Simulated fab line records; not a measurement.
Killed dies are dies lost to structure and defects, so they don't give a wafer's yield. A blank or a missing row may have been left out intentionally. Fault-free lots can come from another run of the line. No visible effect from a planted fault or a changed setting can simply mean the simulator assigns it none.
Which tool was responsible? :: flow gf180mcu :: at 1 step of a route of 602, 12 lots with 36 wafers sampled

WHAT EACH GAUGE READ, for each wafer
GF_STI_THK_MEAS_04. Usual: STI_CVD_03_THK typically reads 207.5 nm, with standard deviation 2.5.
lot: L481
measured: day 1 16:03
on: film-metro-03
STI_CVD_03_THK (nm): 209.9 209.4 208.8
flag: 

lot: L482
measured: day 1 19:28
on: film-metro-04
STI_CVD_03_THK (nm): 207.2 207.1 208.9
flag: 

lot: L483
measured: day 2 00:54
on: film-metro-04
STI_CVD_03_THK (nm): 209.2 209.3 209.2
flag: 

lot: L484
measured: day 2 05:29
on: film-metro-04
STI_CVD_03_THK (nm): 209.2 209.2 206.8
flag: 

lot: L485
measured: day 2 09:37
on: film-metro-04
STI_CVD_03_THK (nm): 204.2 204.7 205.2
flag: 

lot: L486
measured: day 2 15:34
on: film-metro-04
STI_CVD_03_THK (nm): 207.5 207.1 209.1
flag: 

lot: L493
measured: day 4 02:33
on: film-metro-03
STI_CVD_03_THK (nm): 200.0 200.2 201.8
flag: 

lot: L495
measured: day 4 13:22
on: film-metro-03
STI_CVD_03_THK (nm): 206.0 204.6 204.7
flag: 

lot: L496
measured: day 4 17:40
on: film-metro-04
STI_CVD_03_THK (nm): 207.2 207.8 206.8
flag: 

lot: L497
measured: day 4 21:34
on: film-metro-02
STI_CVD_03_THK (nm): 208.1 207.6 210.4
flag: 

lot: L498
measured: day 5 06:12
on: film-metro-04
STI_CVD_03_THK (nm): 205.8 203.7 203.5
flag: 

lot: L501
measured: day 5 21:11
on: film-metro-04
STI_CVD_03_THK (nm): 207.4 209.2 209.0
flag: 

WHAT TOOL EACH LOT RAN ON (gives the tool, then ch and the chambers of the sampled wafers, and finally the start)
No process step before these readings appears in the record.

AS READ BY THE TOOLS THEMSELVES (means over the sampled wafers that have a number; for cases with no such wafer, the mark the record gives instead)
The record holds no such reading with a usual standard deviation.

THE ANSWER, worked out from the rows above alone
Rule: take the mean of a lot's wafers that have a number; if it is more than 3 standard deviations from the usual mean, the lot is off. Also off: a lot with no number at a reading for which 4 or more lots have one. Where the step has rows for the other lots, those lots are counted as sound. The gauges are gone through in route order, then the tools' own readings, and for those a lot's mean is taken as printed above. The first step at which some lot is off is used, and at that step the reading that is off furthest; a lot without a number counts as furthest.
No lot is off on any of the readings shown, so nothing can be concluded from this.

WHAT HAD BEEN PUT IN BY THE SIMULATOR
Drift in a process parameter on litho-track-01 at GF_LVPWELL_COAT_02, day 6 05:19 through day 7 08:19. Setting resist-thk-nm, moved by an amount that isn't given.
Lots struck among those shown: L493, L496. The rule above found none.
